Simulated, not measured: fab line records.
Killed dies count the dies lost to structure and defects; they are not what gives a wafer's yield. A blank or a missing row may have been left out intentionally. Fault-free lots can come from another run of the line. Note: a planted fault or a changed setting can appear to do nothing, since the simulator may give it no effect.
fab line records / flow sky130
record lots=6 wafers=18 last_day=49
route steps=708 shown VT_ADJUST_PCH@145 SONOS_TUNNEL@154 PAD_OPEN@708
lots that met no fault: taken from a fault-free run of the same line
start_h: the number of hours between the record's first day and the start of the first shown wafer of the lot / wait_h: hours since the lot's step before / " same as the row above / L1.1+2: several wafers, shown together as one row / - no value, or no start given / * or withheld: withheld / < > ~ a bound
route shown NAME@n: a module of which the file shows steps, and the number in the route of the first / usual: mean/standard deviation of fault-free wafers / same: alike in all rows / chamber/n: place in a boat / sites: per-site readings / _std_site: the standard deviation of these / _edge_site: the outer-site mean with the inner-site mean subtracted / radius_mm: how far each site lies from the wafer's centre / mask NAME#n: copy n / behind: the most recent tool/chamber to have shaped the wafer / hold: what put the lot on hold/how long, in hours/how the hold closed / device: names the non-switching transistor (n, p or np) / end of line: tests run on the same wafers once the route is complete / a step without rows: its recipe alone / killed: dies lost to structure and defects at the first sort, not the wafer's yield / map: dies across one wafer; x = killed, . = not, _ = none there
set.NAME: the setting the step ran with; set.NAME@STEP: the setting that earlier step ran with / model.NAME: the simulator's own value behind a step, which no gauge read
lots seen at some steps along the route; tables by step, rows by wafer
services: from which hour (start_h, from the record's first day; less than 0 if before it) a tool's chamber was out of use, for how many hours, and why
## steps
# step SKY_VT_ADJUST_PCH_COAT_02
# recipe spin_rpm=2000 resist_thk_nm=3000
# step SKY_VT_ADJUST_PCH_SOFTBAKE_03
# recipe temp_c=110 time_s=withheld
# step SKY_VT_ADJUST_PCH_EXPOSE_04
# recipe mask_id=NWM na=0.6 source_shape=conventional sigma_outer=0.6 polarization=unpolarized target_cd_nm=840 dose_mj=255
# step SKY_VT_ADJUST_PCH_PEB_05
# recipe temp_c=115 time_s=withheld
# step SKY_VT_ADJUST_PCH_DEVELOP_06
# recipe wall_angle_deg=90 developer=TMAH develop_time_s=60 dev_temp_c=23
# step SKY_VT_ADJUST_PCH_OVL_MEAS_07
# usual VT_ADJUST_PCH_OVL=-0.6/1.2
lot.wafer=L392.2 tool=overlay-02 chamber=- start_h=228.50 wait_h=- VT_ADJUST_PCH_OVL[nm]=-0.2
lot.wafer=L392.3 tool=overlay-02 chamber=- start_h=228.50 wait_h=- VT_ADJUST_PCH_OVL[nm]=-1.6
lot.wafer=L392.4 tool=overlay-02 chamber=- start_h=228.50 wait_h=- VT_ADJUST_PCH_OVL[nm]=-1.4
lot.wafer=L394.1 tool=overlay-01 chamber=- start_h=241.84 wait_h=- VT_ADJUST_PCH_OVL[nm]=-0.4
lot.wafer=L394.2 tool=overlay-01 chamber=- start_h=241.84 wait_h=- VT_ADJUST_PCH_OVL[nm]=0.6
lot.wafer=L394.5 tool=overlay-01 chamber=- start_h=241.84 wait_h=- VT_ADJUST_PCH_OVL[nm]=0.6
lot.wafer=L406.1 tool=overlay-01 chamber=- start_h=327.89 wait_h=- VT_ADJUST_PCH_OVL[nm]=-2.8
lot.wafer=L406.2 tool=overlay-01 chamber=- start_h=327.89 wait_h=- VT_ADJUST_PCH_OVL[nm]=-3.2
lot.wafer=L406.3 tool=overlay-01 chamber=- start_h=327.89 wait_h=- VT_ADJUST_PCH_OVL[nm]=0.2
lot.wafer=L408.1 tool=overlay-01 chamber=- start_h=349.59 wait_h=- VT_ADJUST_PCH_OVL[nm]=1.4
lot.wafer=L408.2 tool=overlay-01 chamber=- start_h=349.59 wait_h=- VT_ADJUST_PCH_OVL[nm]=1.1
lot.wafer=L408.6 tool=overlay-01 chamber=- start_h=349.59 wait_h=- VT_ADJUST_PCH_OVL[nm]=-1.5
lot.wafer=L409.1 tool=overlay-02 chamber=- start_h=357.84 wait_h=- VT_ADJUST_PCH_OVL[nm]=-1.2
lot.wafer=L409.4 tool=overlay-02 chamber=- start_h=357.84 wait_h=- VT_ADJUST_PCH_OVL[nm]=-0.3
lot.wafer=L409.6 tool=overlay-02 chamber=- start_h=357.84 wait_h=- VT_ADJUST_PCH_OVL[nm]=-0.7
lot.wafer=L413.2 tool=overlay-02 chamber=- start_h=379.61 wait_h=- VT_ADJUST_PCH_OVL[nm]=-0.4
lot.wafer=L413.5 tool=overlay-02 chamber=- start_h=379.61 wait_h=- VT_ADJUST_PCH_OVL[nm]=-1.1
lot.wafer=L413.6 tool=overlay-02 chamber=- start_h=379.61 wait_h=- VT_ADJUST_PCH_OVL[nm]=0.2
# step SKY_VT_ADJUST_PCH_IMPLANT_08
# recipe species=B energy_kev=10 dose_cm2=5e+11 tilt_deg=withheld
# step SKY_VT_ADJUST_PCH_STRIP_09
# recipe chemistry=O2/N2 power_w=1400 pressure_mtorr=1500 platen_temp_c=withheld o2_flow_sccm=3000 n2_flow_sccm=300 overash_fraction=0.5
# usual drypump_motor_current_A=5.3/0.47 oes_product_au=0.723/0.0041 strip_time_to_endpoint_s=36.94/0.088
# same overash_fraction=0.5
lot.wafer=L392.2 tool=plasma_asher-04 chamber=0 start_h=228.68 wait_h=0.1 drypump_motor_current_A=5.4 oes_product_au=0.725 rf_hours_counter_h=57 strip_time_to_endpoint_s=37.02
lot.wafer=L392.3 tool=plasma_asher-04 chamber=1 start_h=228.68 wait_h=0.1 drypump_motor_current_A=5.3 oes_product_au=0.731 rf_hours_counter_h=- strip_time_to_endpoint_s=36.91
lot.wafer=L392.4 tool=plasma_asher-04 chamber=0 start_h=228.68 wait_h=0.1 drypump_motor_current_A=5.5 oes_product_au=0.724 rf_hours_counter_h=- strip_time_to_endpoint_s=36.86
lot.wafer=L394.1 tool=plasma_asher-02 chamber=1 start_h=242.03 wait_h=0.1 drypump_motor_current_A=4.8 oes_product_au=0.721 rf_hours_counter_h=39 strip_time_to_endpoint_s=36.90
lot.wafer=L394.2 tool=plasma_asher-02 chamber=0 start_h=242.03 wait_h=0.1 drypump_motor_current_A=4.8 oes_product_au=0.724 rf_hours_counter_h=39 strip_time_to_endpoint_s=36.95
lot.wafer=L394.5 tool=plasma_asher-02 chamber=0 start_h=242.03 wait_h=0.1 drypump_motor_current_A=4.8 oes_product_au=0.719 rf_hours_counter_h=- strip_time_to_endpoint_s=36.97
lot.wafer=L406.1 tool=plasma_asher-02 chamber=0 start_h=328.08 wait_h=0.1 drypump_motor_current_A=4.8 oes_product_au=0.723 rf_hours_counter_h=46 strip_time_to_endpoint_s=36.95
lot.wafer=L406.2 tool=plasma_asher-02 chamber=1 start_h=328.08 wait_h=0.1 drypump_motor_current_A=4.8 oes_product_au=0.718 rf_hours_counter_h=46 strip_time_to_endpoint_s=36.94
lot.wafer=L406.3 tool=plasma_asher-02 chamber=0 start_h=328.08 wait_h=0.1 drypump_motor_current_A=4.8 oes_product_au=0.725 rf_hours_counter_h=- strip_time_to_endpoint_s=37.03
lot.wafer=L408.1 tool=plasma_asher-03 chamber=1 start_h=349.78 wait_h=0.1 drypump_motor_current_A=5.0 oes_product_au=0.725 rf_hours_counter_h=25 strip_time_to_endpoint_s=36.99
lot.wafer=L408.2 tool=plasma_asher-03 chamber=0 start_h=349.78 wait_h=0.1 drypump_motor_current_A=6.1 oes_product_au=0.717 rf_hours_counter_h=25 strip_time_to_endpoint_s=37.01
lot.wafer=L408.6 tool=plasma_asher-03 chamber=1 start_h=349.78 wait_h=0.1 drypump_motor_current_A=5.0 oes_product_au=0.725 rf_hours_counter_h=- strip_time_to_endpoint_s=36.93
lot.wafer=L409.1 tool=plasma_asher-04 chamber=0 start_h=358.02 wait_h=0.1 drypump_motor_current_A=5.4 oes_product_au=0.723 rf_hours_counter_h=70 strip_time_to_endpoint_s=36.92
lot.wafer=L409.4 tool=plasma_asher-04 chamber=1 start_h=358.02 wait_h=0.1 drypump_motor_current_A=5.3 oes_product_au=0.734 rf_hours_counter_h=- strip_time_to_endpoint_s=36.96
lot.wafer=L409.6 tool=plasma_asher-04 chamber=0 start_h=358.02 wait_h=0.1 drypump_motor_current_A=5.4 oes_product_au=0.727 rf_hours_counter_h=- strip_time_to_endpoint_s=37.11
lot.wafer=L413.2 tool=plasma_asher-04 chamber=1 start_h=379.79 wait_h=0.1 drypump_motor_current_A=5.3 oes_product_au=0.722 rf_hours_counter_h=72 strip_time_to_endpoint_s=37.05
lot.wafer=L413.5 tool=plasma_asher-04 chamber=1 start_h=379.79 wait_h=0.1 drypump_motor_current_A=5.3 oes_product_au=0.721 rf_hours_counter_h=- strip_time_to_endpoint_s=37.02
lot.wafer=L413.6 tool=plasma_asher-04 chamber=0 start_h=379.79 wait_h=0.1 drypump_motor_current_A=5.5 oes_product_au=0.720 rf_hours_counter_h=- strip_time_to_endpoint_s=37.09
# step SKY_VT_ADJUST_PCH_TW_MEAS_10
# usual VT_ADJUST_PCH_TW=143.3/1.3
lot.wafer=L392.2 tool=film_metro-04 chamber=- start_h=228.79 wait_h=0.1 VT_ADJUST_PCH_TW=143.1
lot.wafer=L392.3 tool=film_metro-04 chamber=- start_h=228.79 wait_h=0.1 VT_ADJUST_PCH_TW=142.0
lot.wafer=L392.4 tool=film_metro-04 chamber=- start_h=228.79 wait_h=0.1 VT_ADJUST_PCH_TW=142.6
lot.wafer=L394.1 tool=film_metro-02 chamber=- start_h=242.13 wait_h=0.1 VT_ADJUST_PCH_TW=142.9
lot.wafer=L394.2 tool=film_metro-02 chamber=- start_h=242.13 wait_h=0.1 VT_ADJUST_PCH_TW=142.6
lot.wafer=L394.5 tool=film_metro-02 chamber=- start_h=242.13 wait_h=0.1 VT_ADJUST_PCH_TW=143.3
lot.wafer=L406.1 tool=film_metro-04 chamber=- start_h=328.18 wait_h=0.1 VT_ADJUST_PCH_TW=142.4
lot.wafer=L406.2 tool=film_metro-04 chamber=- start_h=328.18 wait_h=0.1 VT_ADJUST_PCH_TW=141.9
lot.wafer=L406.3 tool=film_metro-04 chamber=- start_h=328.18 wait_h=0.1 VT_ADJUST_PCH_TW=142.6
lot.wafer=L408.1 tool=film_metro-02 chamber=- start_h=349.88 wait_h=0.1 VT_ADJUST_PCH_TW=142.8
lot.wafer=L408.2 tool=film_metro-02 chamber=- start_h=349.88 wait_h=0.1 VT_ADJUST_PCH_TW=142.9
lot.wafer=L408.6 tool=film_metro-02 chamber=- start_h=349.88 wait_h=0.1 VT_ADJUST_PCH_TW=143.5
lot.wafer=L409.1 tool=film_metro-03 chamber=- start_h=358.12 wait_h=0.1 VT_ADJUST_PCH_TW=146.2
lot.wafer=L409.4 tool=film_metro-03 chamber=- start_h=358.12 wait_h=0.1 VT_ADJUST_PCH_TW=145.1
lot.wafer=L409.6 tool=film_metro-03 chamber=- start_h=358.12 wait_h=0.1 VT_ADJUST_PCH_TW=145.4
lot.wafer=L413.2 tool=film_metro-04 chamber=- start_h=379.90 wait_h=0.1 VT_ADJUST_PCH_TW=141.6
lot.wafer=L413.5 tool=film_metro-04 chamber=- start_h=379.90 wait_h=0.1 VT_ADJUST_PCH_TW=141.8
lot.wafer=L413.6 tool=film_metro-04 chamber=- start_h=379.90 wait_h=0.1 VT_ADJUST_PCH_TW=141.9
# step SKY_SONOS_TUNNEL_DEHYDRATE_00
# recipe temp_c=200 time_s=60
# step SKY_SONOS_TUNNEL_HMDS_01
# recipe prime_time_s=60 prime_temp_c=120
# step SKY_SONOS_TUNNEL_COAT_02
# recipe resist=NOVOLAK spin_rpm=3000 resist_thk_nm=1140
# step SKY_SONOS_TUNNEL_SOFTBAKE_03
# recipe temp_c=90 time_s=60 resist=NOVOLAK
# usual heater_power_total_W=56.59/0.045 plate_temp_C=90.02/0.13
lot.wafer=L392.2 tool=litho_track-04 chamber=0 start_h=239.80 wait_h=0.1 heater_power_total_W=56.55 plate_temp_C=90.17
lot.wafer=L392.3 tool=litho_track-04 chamber=0 start_h=239.80 wait_h=0.1 heater_power_total_W=56.64 plate_temp_C=90.11
lot.wafer=L392.4 tool=litho_track-04 chamber=0 start_h=239.80 wait_h=0.1 heater_power_total_W=56.57 plate_temp_C=90.10
lot.wafer=L394.1 tool=litho_track-03 chamber=0 start_h=252.81 wait_h=0.1 heater_power_total_W=56.61 plate_temp_C=89.99
lot.wafer=L394.2 tool=litho_track-03 chamber=0 start_h=252.81 wait_h=0.1 heater_power_total_W=56.55 plate_temp_C=89.95
lot.wafer=L394.5 tool=litho_track-03 chamber=0 start_h=252.81 wait_h=0.1 heater_power_total_W=56.62 plate_temp_C=90.08
lot.wafer=L406.1 tool=litho_track-03 chamber=0 start_h=342.01 wait_h=0.1 heater_power_total_W=55.72 plate_temp_C=89.04
lot.wafer=L406.2 tool=litho_track-03 chamber=0 start_h=342.01 wait_h=0.1 heater_power_total_W=55.74 plate_temp_C=89.08
lot.wafer=L406.3 tool=litho_track-03 chamber=0 start_h=342.01 wait_h=0.1 heater_power_total_W=55.73 plate_temp_C=89.18
lot.wafer=L408.1 tool=litho_track-03 chamber=0 start_h=362.16 wait_h=0.1 heater_power_total_W=55.72 plate_temp_C=88.95
lot.wafer=L408.2 tool=litho_track-03 chamber=0 start_h=362.16 wait_h=0.1 heater_power_total_W=55.68 plate_temp_C=89.08
lot.wafer=L408.6 tool=litho_track-03 chamber=0 start_h=362.16 wait_h=0.1 heater_power_total_W=55.78 plate_temp_C=88.93
lot.wafer=L409.1 tool=litho_track-02 chamber=0 start_h=372.34 wait_h=0.1 heater_power_total_W=56.58 plate_temp_C=89.91
lot.wafer=L409.4 tool=litho_track-02 chamber=0 start_h=372.34 wait_h=0.1 heater_power_total_W=56.63 plate_temp_C=89.89
lot.wafer=L409.6 tool=litho_track-02 chamber=0 start_h=372.34 wait_h=0.1 heater_power_total_W=56.61 plate_temp_C=89.95
lot.wafer=L413.2 tool=litho_track-04 chamber=0 start_h=393.40 wait_h=0.1 heater_power_total_W=56.59 plate_temp_C=90.07
lot.wafer=L413.5 tool=litho_track-04 chamber=0 start_h=393.40 wait_h=0.1 heater_power_total_W=56.57 plate_temp_C=90.23
lot.wafer=L413.6 tool=litho_track-04 chamber=0 start_h=393.40 wait_h=0.1 heater_power_total_W=56.57 plate_temp_C=90.19
# step SKY_SONOS_TUNNEL_EXPOSE_04
# recipe mask_id=TUNM na=0.6 source_shape=conventional sigma_outer=0.6 polarization=unpolarized target_cd_nm=410 dose_mj=136
# step SKY_PAD_OPEN_PROBE_99
# usual killed_at_M0_to_M3=43/7.5 killed_at_M4_up=3.3/1.9 killed_at_contacts=24/4.6 killed_at_front_end=16/4.9 killed_at_other=0.2/0.46 killed_dies=87/9.1 killed_open=47/7.4 killed_short=39/6.6
# same gross_dies=492 killed_at_back_side=0
lot.wafer=L394.1 tool=prober-01 chamber=- start_h=1088.25 wait_h=0.1 killed_at_M0_to_M3=44 killed_at_M4_up=1 killed_at_contacts=29 killed_at_front_end=11 killed_at_other=0 killed_dies=85 killed_open=53 killed_short=32
lot.wafer=L394.2 tool=prober-01 chamber=- start_h=1088.30 wait_h=0.1 killed_at_M0_to_M3=53 killed_at_M4_up=5 killed_at_contacts=16 killed_at_front_end=14 killed_at_other=0 killed_dies=88 killed_open=42 killed_short=46
lot.wafer=L394.5 tool=prober-01 chamber=- start_h=1088.45 wait_h=0.2 killed_at_M0_to_M3=41 killed_at_M4_up=5 killed_at_contacts=27 killed_at_front_end=21 killed_at_other=1 killed_dies=95 killed_open=56 killed_short=39
lot.wafer=L406.1 tool=prober-02 chamber=- start_h=1153.37 wait_h=0.1 killed_at_M0_to_M3=43 killed_at_M4_up=4 killed_at_contacts=30 killed_at_front_end=18 killed_at_other=0 killed_dies=95 killed_open=43 killed_short=52
lot.wafer=L406.2 tool=prober-02 chamber=- start_h=1153.42 wait_h=0.1 killed_at_M0_to_M3=45 killed_at_M4_up=4 killed_at_contacts=22 killed_at_front_end=28 killed_at_other=0 killed_dies=99 killed_open=65 killed_short=33
lot.wafer=L406.3 tool=prober-02 chamber=- start_h=1153.47 wait_h=0.2 killed_at_M0_to_M3=44 killed_at_M4_up=3 killed_at_contacts=19 killed_at_front_end=21 killed_at_other=0 killed_dies=87 killed_open=47 killed_short=40
lot.wafer=L408.1 tool=prober-02 chamber=- start_h=1164.66 wait_h=0.1 killed_at_M0_to_M3=30 killed_at_M4_up=0 killed_at_contacts=32 killed_at_front_end=20 killed_at_other=0 killed_dies=82 killed_open=45 killed_short=37
lot.wafer=L408.2 tool=prober-02 chamber=- start_h=1164.71 wait_h=0.1 killed_at_M0_to_M3=41 killed_at_M4_up=5 killed_at_contacts=25 killed_at_front_end=13 killed_at_other=0 killed_dies=84 killed_open=41 killed_short=42
lot.wafer=L408.6 tool=prober-02 chamber=- start_h=1164.91 wait_h=0.2 killed_at_M0_to_M3=58 killed_at_M4_up=3 killed_at_contacts=27 killed_at_front_end=15 killed_at_other=0 killed_dies=103 killed_open=60 killed_short=43
# killed by level:class
L394.1 VIA1:geometric_particle:open=14 CONTACT:geometric_particle:open=11 LI_CONTACT:geometric_particle:open=10 VIA3:geometric_particle:short=8 VIA2:geometric_particle:open=6 POLY_GATE:geometric_particle:short=4 LOCAL_INTERCONNECT:geometric_particle:short=4 VIA3:geometric_particle:open=4
L394.2 METAL2:geometric_particle:short=9 VIA3:geometric_particle:open=7 METAL1:geometric_particle:short=7 VIA1:geometric_particle:open=7 VIA3:geometric_particle:short=7 LI_CONTACT:geometric_particle:open=6 VIA2:geometric_particle:open=6 CONTACT:geometric_particle:open=5
L394.5 LI_CONTACT:geometric_particle:open=10 CONTACT:geometric_particle:open=9 POLY_GATE:geometric_particle:open=8 VIA2:geometric_particle:open=8 VIA1:geometric_particle:open=7 VIA3:geometric_particle:open=6 FIELD_ISO:geometric_particle:short=5 POLY_GATE:geometric_particle:short=4
L406.1 CONTACT:geometric_particle:open=9 VIA1:geometric_particle:open=8 METAL1:geometric_particle:short=7 VIA3:geometric_particle:short=7 LI_CONTACT:geometric_particle:open=6 METAL2:geometric_particle:short=6 FIELD_ISO:geometric_particle:open=5 LOCAL_INTERCONNECT:geometric_particle:short=5
L406.2 VIA1:geometric_particle:open=11 FIELD_ISO:geometric_particle:open=9 LI_CONTACT:geometric_particle:open=8 CONTACT:geometric_particle:open=8 POLY_GATE:geometric_particle:open=7 VIA2:geometric_particle:open=7 VIA3:geometric_particle:open=6 METAL1:geometric_particle:short=5
L406.3 METAL2:geometric_particle:short=10 CONTACT:geometric_particle:open=9 VIA1:geometric_particle:open=9 FIELD_ISO:geometric_particle:open=8 VIA2:geometric_particle:open=7 FIELD_ISO:geometric_particle:short=5 POLY_GATE:geometric_particle:short=5 VIA3:geometric_particle:open=5
L408.1 LI_CONTACT:geometric_particle:open=10 CONTACT:geometric_particle:open=9 VIA1:geometric_particle:open=7 METAL2:geometric_particle:short=7 CONTACT:geometric_particle:short=6 METAL1:geometric_particle:short=5 FIELD_ISO:geometric_particle:open=4 FIELD_ISO:geometric_particle:short=4
L408.2 LI_CONTACT:geometric_particle:open=9 CONTACT:geometric_particle:open=8 METAL1:geometric_particle:short=7 CONTACT:geometric_particle:short=6 VIA1:geometric_particle:open=6 VIA2:geometric_particle:open=6 METAL2:geometric_particle:short=5 METAL3:geometric_particle:short=5
L408.6 CONTACT:geometric_particle:open=11 VIA1:geometric_particle:open=10 VIA3:geometric_particle:open=9 LI_CONTACT:geometric_particle:open=8 VIA1:geometric_particle:short=8 CONTACT:geometric_particle:short=6 POLY_GATE:geometric_particle:short=6 VIA2:geometric_particle:open=6
## services
tool=plasma_asher-02 chamber=- start_h=206.37 hours=21.0 kind=repair
tool=plasma_asher-03 chamber=- start_h=212.21 hours=0.8 kind=repair
tool=plasma_asher-02 chamber=- start_h=227.35 hours=12.8 kind=pm
tool=plasma_asher-02 chamber=- start_h=260.84 hours=16.8 kind=repair
tool=plasma_asher-04 chamber=- start_h=276.32 hours=5.2 kind=repair
tool=plasma_asher-04 chamber=- start_h=390.04 hours=14.6 kind=pm
## key
first_sign step=SKY_SONOS_TUNNEL_SOFTBAKE_03 reading=heater_power_total_W direction=down sigmas=19 usual=* struck=*
effect step=SKY_SONOS_TUNNEL_SOFTBAKE_03 reading=plate_temp_C direction=down sigmas=7.7 usual=* struck=*
met_at SKY_SONOS_TUNNEL_SOFTBAKE_03
struck_wafers L406.1,L406.2,L406.3,L408.1,L408.2,L408.6
tester_left_out L406,L408
onset_between 252.81 342.01
fault kind=process_parameter_drift tool=litho_track-03 chamber=- onset_h=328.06 steps=SKY_SONOS_TUNNEL_SOFTBAKE_03 channel=temp_c offset=* shape=step end_h=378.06 acts_in=* stated=*
# tester_left_out: of these lots the tester's yield and bins aren't shown, on N5 and GAA mostly nor the transistor test; their killed dies are dies lost to structure and defects alone, not to doping, threshold or leakage, so they don't give the yield
